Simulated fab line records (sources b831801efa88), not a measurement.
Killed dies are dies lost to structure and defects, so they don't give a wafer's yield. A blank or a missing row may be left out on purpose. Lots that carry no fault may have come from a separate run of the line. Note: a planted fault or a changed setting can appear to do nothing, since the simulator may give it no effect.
A struck lot beside a sound one + flow sky130 + 21 steps out of a route of 708
Sound: these wafers, L216.4, L216.5, L216.6. Struck: wafer L223.6 (L223.1, L223.5, from the same lot, were not struck and are left out); the cause is given at the end.
Each step with rows lists, per side, the tool, then ch with its chambers, then its first start. Under that, the readings that differ: sound wafers + struck wafers + difference of the means + sigmas: that difference in standard deviations of wafers without a fault.
alike: same words and numbers on both sides, and readings whose means sit less than 2 such deviations apart. not compared: any withheld reading, any reading some wafer has no value for, any bound like >300 that may hide the same value, and any number with overlapping values for which the record gives no deviation.
A row with sigmas, a row that says differs or no value, or rows on one side alone: a step with any of these is where the two part. Numbers that don't overlap but have no deviation are shown without sigmas and don't part them. A reading missing from all wafers of one side parts the sides only when that side holds two or more wafers.

first, 4 steps without rows for these wafers: SKY_METAL3_STRIP_20 (strips in post etch residue remover, time 1200 s); SKY_METAL3_CLEAN_21 (cleans in IPA, time 180 s); SKY_METAL3_CLEAN_22 (cleans in O3/DIW); SKY_VIA3_HDPCVD_00 (deposits SiO2, target thk 1635 nm, time 272.5 s).
SKY_VIA3_THK_MEAS_01:
  struck on film metro-04, day 40 19:26; sound on film metro-03, day 39 00:26
  alike: VIA3_HDPCVD_THK
SKY_VIA3_CMP_02: polishes SiO2.
  sound on cmp-01 ch 1,2,3, day 39 00:34; struck on cmp-02 ch 0, day 40 19:38
  alike: motor current A
SKY_VIA3_BOW_MEAS_03:
  struck on film metro-04, day 40 19:47; sound on film metro-04, day 39 00:50
  alike: VIA3_BOW
then, 5 steps without rows for these wafers: SKY_VIA3_DEHYDRATE_04 (time 60 s); SKY_VIA3_HMDS_05 (prime time 60 s); SKY_VIA3_COAT_06 (resist thk 60 nm); SKY_VIA3_COAT_07 (resist thk 450 nm); SKY_VIA3_SOFTBAKE_08 (time 90 s).
SKY_VIA3_EXPOSE_09: exposes mask VIM3, target cd 200 nm.
  sound on krf scanner-01 ch 0, day 39 14:15; struck on krf scanner-01 ch 0, day 41 07:29
  alike: mask
then, 2 steps without rows for these wafers: SKY_VIA3_PEB_10; SKY_VIA3_DEVELOP_11 (develop time 60 s).
SKY_VIA3_CD_MEAS_12: the cd target is 200 nm.
  struck on cd sem-01, day 41 19:46; sound on cd sem-02, day 40 02:17
| reading    | sound             | struck | difference | sigmas |
|------------|-------------------|--------|------------|--------|
| cd nm (nm) | 198.3 200.6 200.1 | 178.5  | -21.2      | -14    |
  not compared: hold
SKY_VIA3_OVL_MEAS_13:
  struck on overlay-02, day 41 21:41; sound on overlay-02, day 40 02:22
| reading | sound | struck                   | difference                   | sigmas |
|---------|-------|--------------------------|------------------------------|--------|
| hold    | - - - | await dispo/1.8h/release | no value on the sound wafers |        |
  alike: VIA3_OVL
SKY_VIA3_ETCH_14: etches BARC in N2/H2, stops on SiO2, time 45.9 s, target depth 60 nm.
  sound on rie diel-04 ch 1,2, day 40 02:23; struck on rie diel-04 ch 3, day 41 21:51
| reading               | sound             | struck | difference | sigmas |
|-----------------------|-------------------|--------|------------|--------|
| model.VIA3.cd nm (nm) | 198.6 200.6 200.6 | 178.1  | -21.8      |        |
  alike: drypump motor current A, n2 flow sccm, oes product au, throttle valve pct
  not compared: rf hours counter h
SKY_VIA3_ETCH_15: etches SiO2 in C4F8/O2/Ar, stops on TiN, target depth 507 nm, time 78 s.
  sound on rie diel-04 ch 1,2, day 40 02:25; struck on rie diel-04 ch 3, day 41 21:53
| reading               | sound             | struck | difference | sigmas |
|-----------------------|-------------------|--------|------------|--------|
| model.VIA3.cd nm (nm) | 197.2 200.4 199.9 | 177.3  | -21.9      |        |
  alike: oes product au
  not compared: rf hours counter h
SKY_VIA3_STRIP_16: strips in O2/N2.
  sound on plasma asher-04 ch 0,1, day 40 02:31; struck on plasma asher-01 ch 1, day 41 21:57
  alike: drypump motor current A, n2 flow sccm, oes product au, strip time to endpoint s
  not compared: rf hours counter h
-- the record jumps here: 6 days lie between the struck wafers' starts before and after (it left off in module VIA3 and takes up again in module PAD_OPEN, whose first step shown is number 708 of the route) --
SKY_PAD_OPEN_PROBE_99:
  struck on prober-01, day 47 14:28; sound on prober-01, day 46 04:41
| reading                       | sound            | struck | difference | sigmas |
|-------------------------------|------------------|--------|------------|--------|
| killed at front end           | 18 12 18         | 7      | -9         | -2     |
| killed at other               | 0 0 0            | 1      | +1         | +2     |
| model.etest.via3 chain.rc ohm | 9.726 9.556 9.65 | 12.22  | +2.58      |        |
  alike: defect limited yield, killed_at_M0_to_M3, killed_at_M4_up, killed at contacts, killed dies, killed open, killed short, sort_bin_3_pad_short, sort_bin_5_function, sort_bin_6_memory, sort n pass, sort yield pct

== WHERE THEY PART ==
Earliest at SKY_VIA3_CD_MEAS_12; latest, in this record, at SKY_PAD_OPEN_PROBE_99.

WHY: whatever the simulator had introduced
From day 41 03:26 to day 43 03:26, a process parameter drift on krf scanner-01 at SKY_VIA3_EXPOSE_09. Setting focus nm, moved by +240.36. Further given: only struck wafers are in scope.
